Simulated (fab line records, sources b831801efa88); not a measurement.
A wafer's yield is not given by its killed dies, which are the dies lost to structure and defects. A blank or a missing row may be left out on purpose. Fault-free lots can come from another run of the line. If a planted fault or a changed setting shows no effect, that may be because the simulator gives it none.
Which tool was responsible? :: flow gf180mcu :: Sampling: 13 lots, 39 wafers, 6 of 602 route steps

WHAT THE GAUGES READ, wafer by wafer
GF_HV_LDD_OVL_MEAS_20.
lot: L601
measured: day 10 21:16
on: overlay-01
HV_LDD_01_OVL (nm): -2.1 0.3 0.1

lot: L602
measured: day 11 04:20
on: overlay-02
HV_LDD_01_OVL (nm): 2.6 3.2 1.7

lot: L603
measured: day 11 11:28
on: overlay-01
HV_LDD_01_OVL (nm): -0.2 3.1 1.5

lot: L605
measured: day 12 05:29
on: overlay-01
HV_LDD_01_OVL (nm): 3.9 2.6 -1.2

lot: L608
measured: day 13 01:52
on: overlay-02
HV_LDD_01_OVL (nm): 0.5 0.0 -0.3

lot: L610
measured: day 13 17:24
on: overlay-01
HV_LDD_01_OVL (nm): 1.7 2.3 0.9

lot: L611
measured: day 13 22:46
on: overlay-02
HV_LDD_01_OVL (nm): 0.6 -0.6 0.5

lot: L614
measured: day 14 19:56
on: overlay-02
HV_LDD_01_OVL (nm): 0.0 0.9 1.2

lot: L615
measured: day 15 05:34
on: overlay-01
HV_LDD_01_OVL (nm): 0.8 0.9 1.6

lot: L617
measured: day 16 01:55
on: overlay-01
HV_LDD_01_OVL (nm): 4.2 1.7 3.0

lot: L620
measured: day 17 10:15
on: overlay-01
HV_LDD_01_OVL (nm): 1.6 2.8 1.7

lot: L623
measured: day 17 20:54
on: overlay-01
HV_LDD_01_OVL (nm): 0.8 0.7 1.2

lot: L624
measured: day 18 12:50
on: overlay-02
HV_LDD_01_OVL (nm): 0.8 2.3 1.0

GF_NSD_OVL_MEAS_08.
lot: L601
measured: day 13 10:58
on: overlay-01
NSD_OVL (nm): 2.2 0.7 2.1

lot: L602
measured: day 13 19:27
on: overlay-01
NSD_OVL (nm): 0.3 1.1 0.3

lot: L603
measured: day 14 03:23
on: overlay-02
NSD_OVL (nm): 0.2 -2.1 -0.1

lot: L605
measured: day 14 20:54
on: overlay-01
NSD_OVL (nm): 3.7 1.2 1.0

lot: L608
measured: day 15 19:50
on: overlay-02
NSD_OVL (nm): -0.4 0.8 0.6

lot: L610
measured: day 16 11:06
on: overlay-01
NSD_OVL (nm): 0.9 3.4 3.8

lot: L611
measured: day 16 17:21
on: overlay-02
NSD_OVL (nm): 0.1 -0.9 -0.5

lot: L614
measured: day 17 16:23
on: overlay-01
NSD_OVL (nm): -0.5 -1.0 -0.4

lot: L615
measured: day 18 02:22
on: overlay-02
NSD_OVL (nm): 1.8 2.4 0.8

lot: L617
measured: day 19 04:05
on: overlay-02
NSD_OVL (nm): 3.0 2.8 1.7

lot: L620
measured: day 20 13:07
on: overlay-02
NSD_OVL (nm): -1.1 -0.3 -1.8

lot: L623
measured: day 21 02:18
on: overlay-02
NSD_OVL (nm): -0.9 -1.0 0.3

lot: L624
measured: day 21 17:29
on: overlay-01
NSD_OVL (nm): -1.3 -0.3 0.0

GF_PSD_RS_MEAS_14: uses a four-point probe to measure.
lot: L601
measured: day 14 08:19
on: film_metro-03
NSD_RS (ohm/sq): 45.97 45.94 46.01

lot: L602
measured: day 14 16:01
on: film_metro-03
NSD_RS (ohm/sq): 46.13 46.13 46.12

lot: L603
measured: day 14 23:34
on: film_metro-04
NSD_RS (ohm/sq): 46.13 46.21 46.28

lot: L605
measured: day 15 19:05
on: film_metro-04
NSD_RS (ohm/sq): 46.30 46.29 46.28

lot: L608
measured: day 16 18:28
on: film_metro-03
NSD_RS (ohm/sq): 46.07 46.18 46.20

lot: L610
measured: day 17 09:47
on: film_metro-03
NSD_RS (ohm/sq): 45.01 44.97 45.10

lot: L611
measured: day 17 15:23
on: film_metro-03
NSD_RS (ohm/sq): 45.01 45.08 44.96

lot: L614
measured: day 18 16:19
on: film_metro-04
NSD_RS (ohm/sq): 46.32 46.20 46.23

lot: L615
measured: day 19 03:17
on: film_metro-02
NSD_RS (ohm/sq): 45.18 45.07 45.09

lot: L617
measured: day 20 05:04
on: film_metro-03
NSD_RS (ohm/sq): 46.01 45.98 46.12

lot: L620
measured: day 21 13:48
on: film_metro-02
NSD_RS (ohm/sq): 46.20 46.11 46.13

lot: L623
measured: day 22 02:58
on: film_metro-04
NSD_RS (ohm/sq): 46.28 46.31 46.30

lot: L624
measured: day 22 16:54
on: film_metro-03
NSD_RS (ohm/sq): 46.20 46.22 46.19

EACH LOT AND THE TOOL THAT RAN IT (in order: tool; ch and the chambers of the sampled wafers; start)
lot: L601
GF_HV_LDD_RTA_52: rtp_anneal-01 ch 0, day 12 12:52
GF_NSD_IMPLANT_09: implanter-01 ch 0, day 13 11:01
GF_NSD_STRIP_11: plasma_asher-02 ch 0,1, day 13 11:19

lot: L602
GF_HV_LDD_RTA_52: rtp_anneal-02 ch 0, day 12 20:30
GF_NSD_IMPLANT_09: implanter-03 ch 0, day 13 19:32
GF_NSD_STRIP_11: plasma_asher-02 ch 0,1, day 13 19:58

lot: L603
GF_HV_LDD_RTA_52: rtp_anneal-01 ch 0, day 13 03:58
GF_NSD_IMPLANT_09: implanter-01 ch 0, day 14 03:26
GF_NSD_STRIP_11: plasma_asher-02 ch 0,1, day 14 03:44

lot: L605
GF_HV_LDD_RTA_52: rtp_anneal-02 ch 0, day 13 22:20
GF_NSD_IMPLANT_09: implanter-03 ch 0, day 14 20:56
GF_NSD_STRIP_11: plasma_asher-04 ch 0,1, day 14 21:14

lot: L608
GF_HV_LDD_RTA_52: rtp_anneal-01 ch 0, day 14 19:52
GF_NSD_IMPLANT_09: implanter-01 ch 0, day 15 19:53
GF_NSD_STRIP_11: plasma_asher-03 ch 0,1, day 15 20:11

lot: L610
GF_HV_LDD_RTA_52: rtp_anneal-01 ch 0, day 15 11:22
GF_NSD_IMPLANT_09: implanter-01 ch 0, day 16 11:11
GF_NSD_STRIP_11: plasma_asher-02 ch 0,1, day 16 11:28

lot: L611
GF_HV_LDD_RTA_52: rtp_anneal-02 ch 0, day 15 16:58
GF_NSD_IMPLANT_09: implanter-01 ch 0, day 16 17:23
GF_NSD_STRIP_11: plasma_asher-02 ch 0,1, day 16 17:41

lot: L614
GF_HV_LDD_RTA_52: rtp_anneal-01 ch 0, day 16 16:20
GF_NSD_IMPLANT_09: implanter-03 ch 0, day 17 16:26
GF_NSD_STRIP_11: plasma_asher-04 ch 0,1, day 17 16:44

lot: L615
GF_HV_LDD_RTA_52: rtp_anneal-02 ch 0, day 17 02:14
GF_NSD_IMPLANT_09: implanter-01 ch 0, day 18 02:25
GF_NSD_STRIP_11: plasma_asher-04 ch 0,1, day 18 02:43

lot: L617
GF_HV_LDD_RTA_52: rtp_anneal-02 ch 0, day 17 23:44
GF_NSD_IMPLANT_09: implanter-03 ch 0, day 19 04:10
GF_NSD_STRIP_11: plasma_asher-02 ch 0,1, day 19 04:26

lot: L620
GF_HV_LDD_RTA_52: rtp_anneal-02 ch 0, day 19 10:07
GF_NSD_IMPLANT_09: implanter-01 ch 0, day 20 13:10
GF_NSD_STRIP_11: plasma_asher-02 ch 0,1, day 20 13:26

lot: L623
GF_HV_LDD_RTA_52: rtp_anneal-02 ch 0, day 19 21:53
GF_NSD_IMPLANT_09: implanter-01 ch 0, day 21 02:22
GF_NSD_STRIP_11: plasma_asher-03 ch 0,1, day 21 02:40

lot: L624
GF_HV_LDD_RTA_52: rtp_anneal-01 ch 0, day 20 14:24
GF_NSD_IMPLANT_09: implanter-04 ch 0, day 21 17:33
GF_NSD_STRIP_11: plasma_asher-04 ch 0,1, day 21 17:49
- GF_HV_LDD_RTA_52: time 10 s.
- GF_NSD_IMPLANT_09
- GF_NSD_STRIP_11: strips in O2/N2.

AS READ BY THE TOOLS THEMSELVES (means over the sampled wafers that have a number; for cases with no such wafer, the mark the record gives instead)
GF_HV_LDD_RTA_52.
lot: L601
tool: rtp_anneal-01
lamp_power_pct (%): 37
wafer_temp_C_max: 1005.8

lot: L602
tool: rtp_anneal-02
lamp_power_pct (%): 29
wafer_temp_C_max: 1006.9

lot: L603
tool: rtp_anneal-01
lamp_power_pct (%): 37
wafer_temp_C_max: 1004.7

lot: L605
tool: rtp_anneal-02
lamp_power_pct (%): 30
wafer_temp_C_max: 1006.3

lot: L608
tool: rtp_anneal-01
lamp_power_pct (%): 37
wafer_temp_C_max: 1006.4

lot: L610
tool: rtp_anneal-01
lamp_power_pct (%): 37
wafer_temp_C_max: 1005.8

lot: L611
tool: rtp_anneal-02
lamp_power_pct (%): 29
wafer_temp_C_max: 1007.7

lot: L614
tool: rtp_anneal-01
lamp_power_pct (%): 37
wafer_temp_C_max: 1005.1

lot: L615
tool: rtp_anneal-02
lamp_power_pct (%): 29
wafer_temp_C_max: 1007.0

lot: L617
tool: rtp_anneal-02
lamp_power_pct (%): 29
wafer_temp_C_max: 1006.6

lot: L620
tool: rtp_anneal-02
lamp_power_pct (%): 30
wafer_temp_C_max: 1007.8

lot: L623
tool: rtp_anneal-02
lamp_power_pct (%): 29
wafer_temp_C_max: 1006.6

lot: L624
tool: rtp_anneal-01
lamp_power_pct (%): 37
wafer_temp_C_max: 1005.4

GF_NSD_IMPLANT_09.
lot: L601
tool: implanter-01
beam_energy_keV: 60.005

lot: L602
tool: implanter-03
beam_energy_keV: 59.996

lot: L603
tool: implanter-01
beam_energy_keV: 59.997

lot: L605
tool: implanter-03
beam_energy_keV: 60.010

lot: L608
tool: implanter-01
beam_energy_keV: 60.017

lot: L610
tool: implanter-01
beam_energy_keV: 63.759

lot: L611
tool: implanter-01
beam_energy_keV: 63.764

lot: L614
tool: implanter-03
beam_energy_keV: 59.979

lot: L615
tool: implanter-01
beam_energy_keV: 63.762

lot: L617
tool: implanter-03
beam_energy_keV: 60.016

lot: L620
tool: implanter-01
beam_energy_keV: 59.999

lot: L623
tool: implanter-01
beam_energy_keV: 59.969

lot: L624
tool: implanter-04
beam_energy_keV: 59.980

GF_NSD_STRIP_11.
lot: L601
tool: plasma_asher-02
drypump_motor_current_A (A): 6.18
heater_power_w (W): 333
oes_product_au (a.u.): 0.484
strip_time_to_endpoint_s (s): 22.95

lot: L602
tool: plasma_asher-02
drypump_motor_current_A (A): 6.16
heater_power_w (W): 333
oes_product_au (a.u.): 0.486
strip_time_to_endpoint_s (s): 22.96

lot: L603
tool: plasma_asher-02
drypump_motor_current_A (A): 6.20
heater_power_w (W): 332
oes_product_au (a.u.): 0.487
strip_time_to_endpoint_s (s): 22.94

lot: L605
tool: plasma_asher-04
drypump_motor_current_A (A): 6.10
heater_power_w (W): 323
oes_product_au (a.u.): 0.489
strip_time_to_endpoint_s (s): 22.98

lot: L608
tool: plasma_asher-03
drypump_motor_current_A (A): 5.93
heater_power_w (W): 354
oes_product_au (a.u.): 0.486
strip_time_to_endpoint_s (s): 22.99

lot: L610
tool: plasma_asher-02
drypump_motor_current_A (A): 6.22
heater_power_w (W): 338
oes_product_au (a.u.): 0.483
strip_time_to_endpoint_s (s): 23.44

lot: L611
tool: plasma_asher-02
drypump_motor_current_A (A): 6.18
heater_power_w (W): 336
oes_product_au (a.u.): 0.485
strip_time_to_endpoint_s (s): 23.50

lot: L614
tool: plasma_asher-04
drypump_motor_current_A (A): 6.10
heater_power_w (W): 321
oes_product_au (a.u.): 0.490
strip_time_to_endpoint_s (s): 22.97

lot: L615
tool: plasma_asher-04
drypump_motor_current_A (A): 6.09
heater_power_w (W): 327
oes_product_au (a.u.): 0.481
strip_time_to_endpoint_s (s): 23.45

lot: L617
tool: plasma_asher-02
drypump_motor_current_A (A): 6.19
heater_power_w (W): 334
oes_product_au (a.u.): 0.486
strip_time_to_endpoint_s (s): 23.01

lot: L620
tool: plasma_asher-02
drypump_motor_current_A (A): 6.18
heater_power_w (W): 333
oes_product_au (a.u.): 0.486
strip_time_to_endpoint_s (s): 22.99

lot: L623
tool: plasma_asher-03
drypump_motor_current_A (A): 5.95
heater_power_w (W): 352
oes_product_au (a.u.): 0.485
strip_time_to_endpoint_s (s): 22.92

lot: L624
tool: plasma_asher-04
drypump_motor_current_A (A): 5.97
heater_power_w (W): 339
oes_product_au (a.u.): 0.486
strip_time_to_endpoint_s (s): 22.93

THE ANSWER, worked out from the rows above alone
Rule: usual is defined by the lots themselves. The widest of any qualifying gaps counts: lots, ordered by their means at a reading, are off when they make up no more than a third of the lots, leave a main group of 4 or more, and stand apart from it by 3 or more times the standard deviation of that group's means. Not used: any main group whose means are identical at the precision the tables above print for the reading. A lot without any number at a reading at which 4 lots or more have one is off too. Any other lot the step has rows for is counted as sound. After the gauges, taken in route order, come the tools' own readings; for these a lot's mean is taken, as printed above. The first step at which some lot is off is used, and at that step the reading that is off furthest; a lot without a number counts as furthest.
Off: at GF_PSD_RS_MEAS_14 (NSD_RS), L610, L611, L615. Main group: mean 46.17 ohm/sq, sd 0.099.
If a tool, at a process step before that reading, ran all the lots that are off and no sound lot after the first of them, it fits. The gauges at GF_PSD_RS_MEAS_14 aren't tried: what is off there is off at GF_NSD_IMPLANT_09 too, on other tools, and a gauge's error can't cause that. No candidate that was tried fits.

WHAT THE SIMULATOR PUT IN
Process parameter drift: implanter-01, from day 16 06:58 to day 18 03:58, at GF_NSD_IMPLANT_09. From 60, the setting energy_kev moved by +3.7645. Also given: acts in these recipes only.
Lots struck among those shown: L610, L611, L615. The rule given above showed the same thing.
